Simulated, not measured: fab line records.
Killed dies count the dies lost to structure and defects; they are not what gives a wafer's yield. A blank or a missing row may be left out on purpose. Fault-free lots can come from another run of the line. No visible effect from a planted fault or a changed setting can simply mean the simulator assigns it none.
Shared-tool check :: flow gf180mcu :: 39 wafers sampled across 13 lots

WHY IT WAS OPENED
3 of 13 lots carry a flag on the reading CONTACT_CVD_00_THK at GF_CONTACT_THK_MEAS_01. Wafers without a fault read 301 nm, standard deviation 3.9.
Rule: a lot is flagged in two cases, either no wafer of it has a number, or all its wafers with numbers fall more than 4 standard deviations from that mean. The rest of the lots are taken to be sound.

lot: L123
measured: day 16 02:38
on: film metro-04
CONTACT_CVD_00_THK (nm), wafer by wafer: 299 296 299
flag: 

lot: L121
measured: day 16 04:11
on: film metro-04
CONTACT_CVD_00_THK (nm), wafer by wafer: 305 302 301
flag: 

lot: L124
measured: day 16 20:32
on: film metro-01
CONTACT_CVD_00_THK (nm), wafer by wafer: 292 295 304
flag: 

lot: L125
measured: day 17 00:41
on: film metro-04
CONTACT_CVD_00_THK (nm), wafer by wafer: 298 308 306
flag: 

lot: L128
measured: day 17 14:25
on: film metro-01
CONTACT_CVD_00_THK (nm), wafer by wafer: 303 301 304
flag: 

lot: L127
measured: day 17 16:11
on: film metro-02
CONTACT_CVD_00_THK (nm), wafer by wafer: 297 296 306
flag: 

lot: L130
measured: day 18 23:30
on: film metro-04
CONTACT_CVD_00_THK (nm), wafer by wafer: 245 235 240
flag: FLAGGED

lot: L131
measured: day 18 23:48
on: film metro-02
CONTACT_CVD_00_THK (nm), wafer by wafer: 238 234 234
flag: FLAGGED

lot: L132
measured: day 19 15:42
on: film metro-01
CONTACT_CVD_00_THK (nm), wafer by wafer: 245 236 244
flag: FLAGGED

lot: L139
measured: day 22 02:05
on: film metro-04
CONTACT_CVD_00_THK (nm), wafer by wafer: 301 293 295
flag: 

lot: L140
measured: day 22 11:10
on: film metro-01
CONTACT_CVD_00_THK (nm), wafer by wafer: 301 300 303
flag: 

lot: L142
measured: day 22 21:44
on: film metro-01
CONTACT_CVD_00_THK (nm), wafer by wafer: 298 302 303
flag: 

lot: L143
measured: day 23 03:54
on: film metro-02
CONTACT_CVD_00_THK (nm), wafer by wafer: 304 302 303
flag: 
On average the flagged lots' numbers are 239 nm, which is -62 nm against the usual, or -16 standard deviations.

WHICH TOOL EACH LOT WENT THROUGH
The record keeps 1 process step preceding the reading, out of 602 steps on the route. Each cell gives the tool, then ch followed by the chambers the sampled wafers passed through, then the start.
lot: L123
flag: 
GF_CONTACT_CVD_00: hdpcvd-01 ch 0,1, day 16 02:35

lot: L121
flag: 
GF_CONTACT_CVD_00: hdpcvd-01 ch 0,1,2, day 16 04:08

lot: L124
flag: 
GF_CONTACT_CVD_00: hdpcvd-02 ch 0,2, day 16 20:29

lot: L125
flag: 
GF_CONTACT_CVD_00: hdpcvd-02 ch 0,2, day 17 00:38

lot: L128
flag: 
GF_CONTACT_CVD_00: hdpcvd-01 ch 1,2, day 17 14:21

lot: L127
flag: 
GF_CONTACT_CVD_00: hdpcvd-02 ch 0,1, day 17 16:08

lot: L130
flag: FLAGGED
GF_CONTACT_CVD_00: hdpcvd-01 ch 1,2, day 18 23:27

lot: L131
flag: FLAGGED
GF_CONTACT_CVD_00: hdpcvd-01 ch 0,1, day 18 23:46

lot: L132
flag: FLAGGED
GF_CONTACT_CVD_00: hdpcvd-01 ch 1,2, day 19 15:38

lot: L139
flag: 
GF_CONTACT_CVD_00: hdpcvd-02 ch 1,2, day 22 02:03

lot: L140
flag: 
GF_CONTACT_CVD_00: hdpcvd-01 ch 0,1, day 22 11:07

lot: L142
flag: 
GF_CONTACT_CVD_00: hdpcvd-02 ch 1,2, day 22 21:41

lot: L143
flag: 
GF_CONTACT_CVD_00: hdpcvd-01 ch 0,1,2, day 23 03:52
What the steps here do:
- GF_CONTACT_CVD_00: deposits SiO2, target thk 300 nm, time 50 s.
- GF_CONTACT_THK_MEAS_01

FLAGGED AGAINST TOTAL, ONE TOOL AT A TIME (gauges that did the reading follow at the end)
step: GF_CONTACT_CVD_00
tool: hdpcvd-01
lots run: 8
flagged: 3
share of the flagged lots: all
sound lots run after its first flagged lot: 2 (L140,L143)

step: GF_CONTACT_CVD_00
tool: hdpcvd-02
lots run: 5
flagged: 0
share of the flagged lots: none
sound lots run after its first flagged lot: -

step: GF_CONTACT_THK_MEAS_01
tool: film metro-01
lots run: 5
flagged: 1
share of the flagged lots: some
sound lots run after its first flagged lot: 2 (L140,L142)

step: GF_CONTACT_THK_MEAS_01
tool: film metro-02
lots run: 3
flagged: 1
share of the flagged lots: some
sound lots run after its first flagged lot: 1 (L143)

step: GF_CONTACT_THK_MEAS_01
tool: film metro-04
lots run: 5
flagged: 1
share of the flagged lots: some
sound lots run after its first flagged lot: 1 (L139)

WHAT THE TABLE PERMITS
All flagged lots share 1 row of the table, namely hdpcvd-01 at GF_CONTACT_CVD_00.
- hdpcvd-01 at GF_CONTACT_CVD_00: 3 of its 8 lots flagged. After the first flagged lot (L140, L143), sound lots still ran on it; a lasting fault on the whole tool would not permit that. Its own readings lie more than 4 standard deviations out on every wafer of the flagged lots: sih4 flow sccm.
There is no row in the table that ran each flagged lot and no sound lot after the first.

WHAT THE SIMULATOR HAD PUT IN
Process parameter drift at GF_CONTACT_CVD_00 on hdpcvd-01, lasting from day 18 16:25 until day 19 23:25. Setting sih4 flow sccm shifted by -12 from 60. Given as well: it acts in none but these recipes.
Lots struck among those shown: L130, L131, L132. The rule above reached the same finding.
